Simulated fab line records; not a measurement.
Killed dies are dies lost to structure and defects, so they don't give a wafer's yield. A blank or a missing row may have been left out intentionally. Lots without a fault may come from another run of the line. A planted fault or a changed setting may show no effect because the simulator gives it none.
Comparing a struck lot with a sound one + flow gf180mcu + 36 steps out of a route of 602
Sound: these wafers, L613.1, L613.4, L613.6. Struck: wafer L617.1; the same lot's L617.2 was not struck, so it is left out; see the end for the cause.
Each step with rows lists, per side, the tool, then ch with its chambers, then its first start. Under that, the readings that differ: sound wafers + struck wafers + difference of the means + sigmas: that difference in standard deviations of wafers without a fault.
alike: words and numbers the same on both sides, and readings whose means are apart by under 2 such deviations; not compared: readings that were withheld, readings missing a value for some wafer, numbers with overlapping values and no deviation given by the record, and bounds like >300 which may hide the same value.
A row with sigmas, a row that says differs or no value, or rows on one side alone: a step with any of these is where the two part. Non-overlapping numbers with no deviation appear without sigmas and do not part them. A reading missing from all wafers of one side parts the sides only when that side holds two or more wafers.

first, 2 steps without rows for these wafers: GF_M4_PEB_12 (peb time 90 s); GF_M4_DEVELOP_13 (develop time 60 s).
GF_M4_CD_MEAS_14 targets a cd of 280 nm.
  struck on cd sem-02, day 26 04:31; sound on cd sem-02, day 24 18:14
  alike: cd nm
GF_M4_OVL_MEAS_15:
  struck on overlay-02, day 26 04:38; sound on overlay-02, day 24 18:22
  alike: M4_OVL
GF_M4_METAL_ETCH_16: etches the open film in Cl2/BCl3, stops on SiO2, target depth 750.8 nm, time 125.1 s.
  sound on rie metal-01 ch 1, day 24 18:25; struck on rie metal-04 ch 1, day 26 04:40
  alike: bias w, drypump motor current A, oes product au, throttle valve pct
  not compared: rf hours counter h
GF_M4_STRIP_17: strips in O2/N2.
  sound on plasma asher-01 ch 0,1, day 24 18:40; struck on plasma asher-01 ch 0, day 26 04:48
  alike: drypump motor current A, heater power w, oes product au, strip time to endpoint s
  not compared: rf hours counter h
then, 3 steps without rows for these wafers: GF_M4_STRIP_18 (strips in post etch residue remover, time 1200 s); GF_M4_CLEAN_19 (cleans in DIW); GF_V4_CVD_00 (deposits SiO2, target thk 600 nm, time 100 s).
GF_V4_THK_MEAS_01:
  struck on film metro-03, day 26 05:29; sound on film metro-03, day 24 19:18
  alike: V4_CVD_00_THK
then, 1 step without rows for these wafers: GF_V4_CVD_02 (deposits SiO2 from TEOS, target thk 850 nm, time 94.851 s).
GF_V4_THK_MEAS_03:
  struck on film metro-03, day 26 05:37; sound on film metro-04, day 24 19:26
  alike: V4_CVD_02_THK
GF_V4_CMP_04: polishes SiO2.
  sound on cmp-02 ch 1,2, day 24 19:29; struck on cmp-02 ch 0, day 26 05:41
| reading                             | sound             | struck | difference | sigmas |
|-------------------------------------|-------------------|--------|------------|--------|
| platen rpm (rpm)                    | 59.91 59.96 59.98 | 60.03  | +0.08      | +2     |
| model.SiO2_of_V4_CVD_02.thk nm (nm) | 631.1 631.6 631.6 | 704.2  | +72.8      |        |
  alike: motor current A, time to endpoint s
GF_V4_BOW_MEAS_05:
  struck on film metro-04, day 26 05:59; sound on film metro-04, day 24 19:47
  alike: V4_BOW
then, 8 steps without rows for these wafers: GF_V4_DEHYDRATE_06 (time 60 s); GF_V4_HMDS_07 (prime time 60 s); GF_V4_COAT_08; GF_V4_COAT_09 (resist thk 1000 nm); GF_V4_SOFTBAKE_10 (time 60 s); GF_V4_EXPOSE_11 (exposes mask Via4, target cd 260 nm); GF_V4_PEB_12 (peb time 90 s); GF_V4_DEVELOP_13 (develop time 60 s).
GF_V4_CD_MEAS_14 targets a cd of 260 nm.
  struck on cd sem-01, day 27 02:47; sound on cd sem-01, day 25 17:35
  alike: cd nm
GF_V4_OVL_MEAS_15:
  struck on overlay-01, day 27 02:54; sound on overlay-01, day 25 17:42
  alike: V4_OVL
then, 1 step without rows for these wafers: GF_V4_ETCH_16 (etches BARC in N2/H2).
GF_V4_ETCH_17: etches SiO2 in C4F8/O2/Ar, stops on TiN, target depth 630 nm.
  sound on rie diel-04 ch 1,3; struck on rie diel-01 ch 3
| reading                        | sound             | struck | difference | sigmas |
|--------------------------------|-------------------|--------|------------|--------|
| oes product au (a.u.)          | 0.842 0.844 0.855 | 0.913  | +0.066     | +14    |
| model.V4.feature depth nm (nm) | 631.1 631.6 631.6 | 704.2  | +72.8      |        |
| model.etch.depth nm (nm)       | 631.1 631.6 631.6 | 704.2  | +72.8      |        |
  alike: bias w
GF_V4_STRIP_18: strips in O2/N2.
  sound on plasma asher-02 ch 0,1, day 25 17:52; struck on plasma asher-04 ch 0, day 27 03:04
  alike: drypump motor current A, heater power w, oes product au
  not compared: rf hours counter h
then, 3 steps without rows for these wafers: GF_V4_STRIP_19 (strips in post etch residue remover, time 1200 s); GF_V4_CLEAN_20 (cleans in DIW); GF_V4_SPUTTER_21 (material Ti, target thk 15 nm, time 80.02 s).
GF_V4_SPUTTER_22: material TiN, target thk 10 nm, time 40 s.
  struck on pvd sputter-04, day 27 03:40; sound on pvd sputter-04, day 25 18:28
  alike: throttle valve pct
GF_V4_CVD_23: deposits W, target thk 350 nm, time 104.9 s.
  sound on cvd w-01 ch 0,1, day 25 18:30; struck on cvd w-01 ch 0, day 27 03:42
  alike: heater power w
GF_V4_RS_MEAS_24: measurement is done with a four-point probe.
  struck on film metro-03, day 27 03:49; sound on film metro-03, day 25 18:37
  alike: V4_W_RS
GF_V4_THK_MEAS_25: measures by xrf.
  struck on film metro-03, day 27 03:56; sound on film metro-03, day 25 18:44
  alike: V4_W_THK
GF_V4_CMP_26: polishes, stops on SiO2, t overpolish 15 s, target thk 0 nm.
  sound on cmp-02 ch 0,1,3, day 25 18:47; struck on cmp-01 ch 0, day 27 04:05
| reading                             | sound             | struck | difference | sigmas |
|-------------------------------------|-------------------|--------|------------|--------|
| model.SiO2_of_V4_CVD_02.thk nm (nm) | 627.3 627.8 627.8 | 700.5  | +72.9      |        |
  alike: motor current A, platen rpm
then, 1 step without rows for these wafers: GF_MIM_SPUTTER_00 (material Ti, target thk 37.5 nm, time 150 s).

== WHERE THEY PART ==
Last at GF_V4_ETCH_17 as far as this record goes, first at GF_V4_CMP_04. Later steps at which nothing parts them and some readings are alike: GF_V4_STRIP_18, GF_V4_SPUTTER_22, GF_V4_CVD_23, GF_V4_RS_MEAS_24, GF_V4_THK_MEAS_25, GF_V4_CMP_26.

WHY: what the simulator had put in
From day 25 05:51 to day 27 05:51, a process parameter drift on cmp-02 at GF_V4_CMP_04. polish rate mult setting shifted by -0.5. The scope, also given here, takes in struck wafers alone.
